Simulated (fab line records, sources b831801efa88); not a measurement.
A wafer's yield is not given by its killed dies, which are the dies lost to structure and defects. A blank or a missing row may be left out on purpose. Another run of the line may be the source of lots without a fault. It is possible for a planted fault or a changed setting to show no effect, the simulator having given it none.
Which tool was responsible?	flow sky130	24 lots with 72 wafers sampled at 4 steps, on a route of 708 steps

== WHAT THE GAUGES SHOWED, per wafer ==
SKY_SONOS_ONO_OVL_MEAS_14.
lot	measured	on	SONOS_ONO_OVL (nm)
L074	day 13 23:02	overlay-02	2.8 3.2 3.7
L075	day 13 22:44	overlay-01	-2.3 0.1 -1.9
L076	day 14 00:28	overlay-02	0.1 1.6 -0.3
L077	day 14 00:46	overlay-02	-0.4 -0.1 0.4
L078	day 14 15:09	overlay-02	0.9 -0.4 0.3
L079	day 15 01:49	overlay-02	-0.2 1.6 0.7
L080	day 15 03:46	overlay-02	-0.2 0.0 -0.5
L081	day 15 10:58	overlay-02	1.1 -1.0 2.4
L082	day 15 10:50	overlay-02	2.7 1.5 1.3
L083	day 15 23:20	overlay-02	-1.4 1.1 -0.1
L084	day 16 09:49	overlay-01	-0.5 0.8 0.8
L085	day 16 16:39	overlay-01	0.1 2.2 -0.4
L086	day 17 00:14	overlay-02	-0.4 -0.5 -1.3
L087	day 17 07:01	overlay-01	2.5 1.7 -0.2
L088	day 17 09:58	overlay-02	4.3 4.9 3.3
L089	day 17 17:57	overlay-01	-0.9 0.7 -0.1
L090	day 18 00:13	overlay-02	1.7 1.4 3.3
L091	day 18 08:35	overlay-02	-0.9 -0.1 -0.7
L092	day 18 21:28	overlay-01	0.6 2.0 1.7
L093	day 19 04:01	overlay-02	1.4 2.0 3.3
L094	day 19 17:02	overlay-02	-0.2 0.4 0.3
L095	day 20 07:34	overlay-01	-0.5 0.3 0.5
L096	day 20 12:05	overlay-01	-1.1 1.0 0.2
L097	day 20 11:46	overlay-02	2.7 3.6 0.7

SKY_CONTACT_CD_MEAS_14: the cd target is 170 nm.
lot	measured	on	cd-nm (nm)
L074	day 33 01:38	cd-sem-01	167.6 169.4 170.1
L075	day 32 22:50	cd-sem-01	169.9 169.7 168.8
L076	day 33 02:44	cd-sem-02	166.9 168.9 168.1
L077	day 33 04:40	cd-sem-01	170.7 169.3 169.9
L078	day 33 14:36	cd-sem-02	173.0 172.4 172.6
L079	day 34 00:43	cd-sem-01	170.0 168.9 169.3
L080	day 34 07:46	cd-sem-01	169.5 168.7 169.8
L081	day 34 10:43	cd-sem-01	168.3 170.5 169.9
L082	day 34 11:25	cd-sem-01	171.0 171.9 171.6
L083	day 34 22:06	cd-sem-01	171.6 169.4 171.2
L084	day 35 09:05	cd-sem-02	168.9 168.9 168.4
L085	day 35 14:31	cd-sem-01	168.8 170.0 170.5
L086	day 35 18:11	cd-sem-02	170.6 170.9 170.6
L087	day 35 22:34	cd-sem-02	168.4 168.8 170.0
L088	day 36 11:09	cd-sem-02	167.2 166.4 166.9
L089	day 36 12:09	cd-sem-02	167.9 168.2 167.7
L090	day 36 17:13	cd-sem-02	168.5 167.4 169.2
L091	day 37 00:50	cd-sem-01	168.9 169.6 169.1
L092	day 37 12:58	cd-sem-02	170.1 169.6 169.5
L093	day 37 20:23	cd-sem-02	171.1 171.4 171.5
L094	day 38 07:58	cd-sem-02	170.1 170.0 169.7
L095	day 38 17:26	cd-sem-02	170.3 170.9 170.6
L096	day 38 22:42	cd-sem-02	170.3 170.3 169.3
L097	day 38 19:23	cd-sem-02	171.6 171.0 172.3

== EACH LOT AND THE TOOL THAT RAN IT (in order: tool; ch and the chambers of the sampled wafers; start) ==
lot	SKY_FIELD_ISO_ETCH_17	SKY_SD_N_RTA_14
L074	rie-si-01 ch 1,3, day 2 04:55	rtp-anneal-02 ch 0, day 29 10:01
L075	rie-si-01 ch 0,2,3, day 2 10:47	rtp-anneal-01 ch 0, day 29 08:04
L076	rie-si-01 ch 0,1,3, day 2 15:44	rtp-anneal-01 ch 0, day 29 10:25
L077	rie-si-02 ch 1,2,3, day 2 20:22	rtp-anneal-02 ch 0, day 29 12:23
L078	rie-si-02 ch 0,1,3, day 3 02:07	rtp-anneal-01 ch 0, day 29 23:09
L079	rie-si-01 ch 1,2,3, day 3 08:08	rtp-anneal-02 ch 0, day 30 11:59
L080	rie-si-02 ch 0,1, day 3 13:04	rtp-anneal-01 ch 0, day 30 17:31
L081	rie-si-01 ch 1,2,3, day 3 17:52	rtp-anneal-02 ch 0, day 30 20:29
L082	rie-si-02 ch 0,1,2, day 4 00:55	rtp-anneal-01 ch 0, day 30 21:15
L083	rie-si-02 ch 0,2,3, day 4 07:14	rtp-anneal-02 ch 0, day 31 07:16
L084	rie-si-01 ch 0,1,3, day 4 13:13	rtp-anneal-01 ch 0, day 31 20:09
L085	rie-si-02 ch 1,2,3, day 4 18:16	rtp-anneal-02 ch 0, day 31 23:41
L086	rie-si-02 ch 1,2, day 4 21:19	rtp-anneal-01 ch 0, day 32 06:22
L087	rie-si-02 ch 1,2,3, day 5 00:28	rtp-anneal-02 ch 0, day 32 10:23
L088	rie-si-02 ch 0,2,3, day 5 06:05	rtp-anneal-01 ch 0, day 32 21:49
L089	rie-si-02 ch 1,2,3, day 5 10:07	rtp-anneal-02 ch 0, day 32 23:52
L090	rie-si-02 ch 1,2,3, day 5 16:58	rtp-anneal-01 ch 0, day 33 04:58
L091	rie-si-02 ch 0,1,2, day 5 23:11	rtp-anneal-02 ch 0, day 33 13:09
L092	rie-si-01 ch 0,2,3, day 6 03:13	rtp-anneal-01 ch 0, day 34 01:33
L093	rie-si-01 ch 0,1,2, day 6 09:32	rtp-anneal-02 ch 0, day 34 07:49
L094	rie-si-01 ch 0,1, day 6 13:10	rtp-anneal-01 ch 0, day 34 20:11
L095	rie-si-01 ch 0,1,3, day 6 20:46	rtp-anneal-02 ch 0, day 35 06:04
L096	rie-si-01 ch 0,1,3, day 7 04:07	rtp-anneal-02 ch 0, day 35 12:23
L097	rie-si-02 ch 0,1,2, day 7 06:40	rtp-anneal-01 ch 0, day 35 09:08
- SKY_FIELD_ISO_ETCH_17: etches Si in HBr/Cl2/O2, target depth 342 nm, time 97.7 s.
- SKY_SD_N_RTA_14: time 2 s.

== AS READ BY THE TOOLS THEMSELVES (means over the sampled wafers that have a number; for cases with no such wafer, the mark the record gives instead) ==
SKY_FIELD_ISO_ETCH_17.
lot	tool	drypump-motor-current-A (A)	oes-product-au (a.u.)	throttle-valve-pct (%)
L074	rie-si-01	5.9	1.015	25.652
L075	rie-si-01	5.5	1.002	25.648
L076	rie-si-01	5.6	1.012	25.648
L077	rie-si-02	5.4	0.995	25.664
L078	rie-si-02	5.9	1.003	25.659
L079	rie-si-01	5.7	1.010	25.655
L080	rie-si-02	6.3	1.002	25.663
L081	rie-si-01	5.7	1.001	25.658
L082	rie-si-02	5.8	1.003	25.656
L083	rie-si-02	5.6	1.003	25.661
L084	rie-si-01	5.6	1.013	25.652
L085	rie-si-02	5.4	1.008	25.653
L086	rie-si-02	5.2	1.013	25.655
L087	rie-si-02	5.4	1.009	25.651
L088	rie-si-02	5.6	1.000	25.650
L089	rie-si-02	5.4	1.005	25.658
L090	rie-si-02	5.4	0.998	25.662
L091	rie-si-02	5.8	1.008	25.657
L092	rie-si-01	5.5	1.016	25.650
L093	rie-si-01	5.4	1.013	25.644
L094	rie-si-01	5.3	1.013	25.640
L095	rie-si-01	5.6	1.012	25.640
L096	rie-si-01	5.6	1.014	25.642
L097	rie-si-02	5.8	0.990	25.667

SKY_SD_N_RTA_14.
lot	tool	lamp-power-pct (%)	wafer_temp_C_max
L074	rtp-anneal-02	15.80	1078.0
L075	rtp-anneal-01	15.75	1078.2
L076	rtp-anneal-01	15.74	1077.0
L077	rtp-anneal-02	15.72	1080.0
L078	rtp-anneal-01	15.73	1078.0
L079	rtp-anneal-02	15.66	1078.0
L080	rtp-anneal-01	15.72	1079.6
L081	rtp-anneal-02	15.71	1077.1
L082	rtp-anneal-01	15.72	1079.2
L083	rtp-anneal-02	15.70	1078.0
L084	rtp-anneal-01	15.71	1078.8
L085	rtp-anneal-02	15.69	1079.1
L086	rtp-anneal-01	15.71	1078.2
L087	rtp-anneal-02	15.72	1078.7
L088	rtp-anneal-01	15.69	1078.8
L089	rtp-anneal-02	15.75	1077.9
L090	rtp-anneal-01	15.73	1078.8
L091	rtp-anneal-02	15.73	1077.6
L092	rtp-anneal-01	15.75	1078.2
L093	rtp-anneal-02	15.72	1077.2
L094	rtp-anneal-01	15.68	1077.2
L095	rtp-anneal-02	15.77	1078.9
L096	rtp-anneal-02	15.76	1079.3
L097	rtp-anneal-01	15.76	1078.0

== THE ANSWER, worked out from the rows above alone ==
Rule: the lots themselves supply what counts as usual. Put in order of their means at a reading, lots are off if they are a third of the lots or fewer, leave a main group of 4 or more, and stand apart from it by a gap of 3 or more times the standard deviation of the main group's means; of several such gaps the widest counts. The tables above print the reading to a certain number of digits; a main group whose means all agree to those digits is not used. Also off: a lot with no number at a reading for which 4 or more lots have one. Where the step has rows for the other lots, those lots are counted as sound. After the gauges, taken in route order, come the tools' own readings; for these a lot's mean is taken, as printed above. At the first step where some lot is off, the reading lying furthest off is the one used; lots without a number count as furthest.
No lot is off on any of the readings shown, so nothing can be concluded from this.

== WHAT THE SIMULATOR PUT IN ==
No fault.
